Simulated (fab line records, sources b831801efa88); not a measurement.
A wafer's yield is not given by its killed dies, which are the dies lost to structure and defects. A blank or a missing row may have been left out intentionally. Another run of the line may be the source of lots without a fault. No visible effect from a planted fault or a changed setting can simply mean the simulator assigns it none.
Comparing a struck lot with a sound one	flow sky130	43 steps out of a route of 708
Sound: the wafers L143.3, L143.4, L143.5. Struck: wafer L160.5. (L160.2, L160.3 of the same lot were not struck and are left out.) The cause comes at the end.
Order at every step that has rows: each side's tool, ch and its chambers, its first start. Under that, the readings that differ: sound wafers	struck wafers	difference of the means	sigmas: that difference in standard deviations of wafers without a fault.
alike: readings with means less than 2 such deviations apart, plus words and numbers identical on both sides. not compared: withheld readings, readings lacking a value on some wafer, bounds such as >300 that could conceal the same value, and numbers that have no deviation in the record and whose values overlap.
Wherever a step has rows on one side only, a row that says differs or no value, or a row with sigmas, the two part there. When numbers do not overlap yet have no deviation, they are printed without sigmas and do not part them. A reading that every wafer of one side lacks parts them only if that side has two wafers or more.

first, 3 steps without rows for these wafers: SKY_FIELD_ISO_WET_ETCH_30 (etches SiO2 in dHF, target depth 25 nm, time 50 s); SKY_NWELL_CLEAN_00 (cleans in SC1/SC2, time 150 s); SKY_NWELL_OXIDATION_01 (stabilise 600 s, purge 300 s, target thk 10 nm).
SKY_NWELL_THK_MEAS_02:
  sound: film_metro-01 at day 3 12:40; struck: film_metro-01 at day 7 15:29
  alike: NWELL_OXIDATION_THK
then, 8 steps without rows for these wafers: SKY_DNWELL_DEHYDRATE_00 (time 60 s); SKY_DNWELL_HMDS_01 (prime time 60 s); SKY_DNWELL_COAT_02 (resist thk 3000 nm); SKY_DNWELL_SOFTBAKE_03; SKY_DNWELL_EXPOSE_04 (exposes mask DNM, target cd 3000 nm); SKY_DNWELL_PEB_05; SKY_DNWELL_DEVELOP_06 (develop time 60 s); SKY_DNWELL_IMPLANT_07.
SKY_DNWELL_STRIP_08: strips in O2/N2.
  sound on plasma_asher-02 ch 0,1, day 4 05:20; struck on plasma_asher-04 ch 1, day 8 11:17
reading	sound	struck	difference	sigmas
drypump_motor_current_A (A)	5.49 5.34 5.37	5.92	+0.52	+3
  alike: chamber_pressure_mTorr, n2_flow_sccm, oes_product_au, strip_time_to_endpoint_s
  not compared: rf_hours_counter_h
SKY_DNWELL_TW_MEAS_09:
  sound: film_metro-02 at day 4 05:25; struck: film_metro-02 at day 8 11:24
  alike: DNWELL_TW
then, 7 steps without rows for these wafers: SKY_PWDE_DEHYDRATE_00 (time 60 s); SKY_PWDE_HMDS_01 (prime time 60 s); SKY_PWDE_COAT_02 (resist thk 3000 nm); SKY_PWDE_SOFTBAKE_03; SKY_PWDE_EXPOSE_04 (exposes mask PWDEM, target cd 840 nm); SKY_PWDE_PEB_05; SKY_PWDE_DEVELOP_06 (develop time 60 s).
SKY_PWDE_OVL_MEAS_07:
  sound: overlay-02 at day 4 22:34; struck: overlay-01 at day 9 08:40
  alike: PWDE_OVL
then, 1 step without rows for these wafers: SKY_PWDE_IMPLANT_08.
SKY_PWDE_STRIP_09: strips in O2/N2.
  sound on plasma_asher-02 ch 0,1, day 4 22:46; struck on plasma_asher-02 ch 1, day 9 08:50
  alike: chamber_pressure_mTorr, drypump_motor_current_A, n2_flow_sccm, oes_product_au, strip_time_to_endpoint_s
  not compared: rf_hours_counter_h
SKY_PWDE_TW_MEAS_10:
  sound: film_metro-03 at day 4 22:52; struck: film_metro-01 at day 9 08:57
  alike: PWDE_TW
then, 7 steps without rows for these wafers: SKY_NWELL_DEHYDRATE_03 (time 60 s); SKY_NWELL_HMDS_04 (prime time 60 s); SKY_NWELL_COAT_05 (resist thk 3000 nm); SKY_NWELL_SOFTBAKE_06; SKY_NWELL_EXPOSE_07 (exposes mask NWM, target cd 840 nm); SKY_NWELL_PEB_08; SKY_NWELL_DEVELOP_09 (develop time 60 s).
SKY_NWELL_OVL_MEAS_10:
  sound: overlay-02 at day 5 17:01; struck: overlay-01 at day 10 06:15
  alike: NWELL_00_OVL
then, 3 steps without rows for these wafers: SKY_NWELL_IMPLANT_11; SKY_NWELL_IMPLANT_12; SKY_NWELL_IMPLANT_13.
SKY_NWELL_STRIP_14: strips in O2/N2.
  sound on plasma_asher-04 ch 0,1, day 5 17:31; struck on plasma_asher-01 ch 1, day 10 06:44
  alike: chamber_pressure_mTorr, drypump_motor_current_A, n2_flow_sccm, oes_product_au, strip_time_to_endpoint_s
  not compared: rf_hours_counter_h
SKY_NWELL_TW_MEAS_15:
  sound: film_metro-03 at day 5 17:36; struck: film_metro-03 at day 10 06:50
  alike: NWELL_TW
then, 4 steps without rows for these wafers: SKY_NWELL_DEHYDRATE_16 (time 60 s); SKY_NWELL_HMDS_17 (prime time 60 s); SKY_NWELL_COAT_18 (resist thk 3000 nm); SKY_NWELL_SOFTBAKE_19.
-- the record jumps here: 41 days lie between the struck wafers' starts before and after (it left off in module NWELL and takes up again in module PAD_OPEN, whose first step shown is number 708 of the route) --
SKY_PAD_OPEN_PROBE_99:
  record: rows for the struck wafers here (prober-01, day 51 06:16), none for the sound ones

WHERE THEY PART
Last at SKY_PAD_OPEN_PROBE_99 as far as this record goes, first at SKY_DNWELL_STRIP_08.

WHY: what had been put in by the simulator
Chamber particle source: plasma_asher-04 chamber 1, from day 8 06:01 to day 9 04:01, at SKY_DNWELL_STRIP_08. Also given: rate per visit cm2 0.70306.
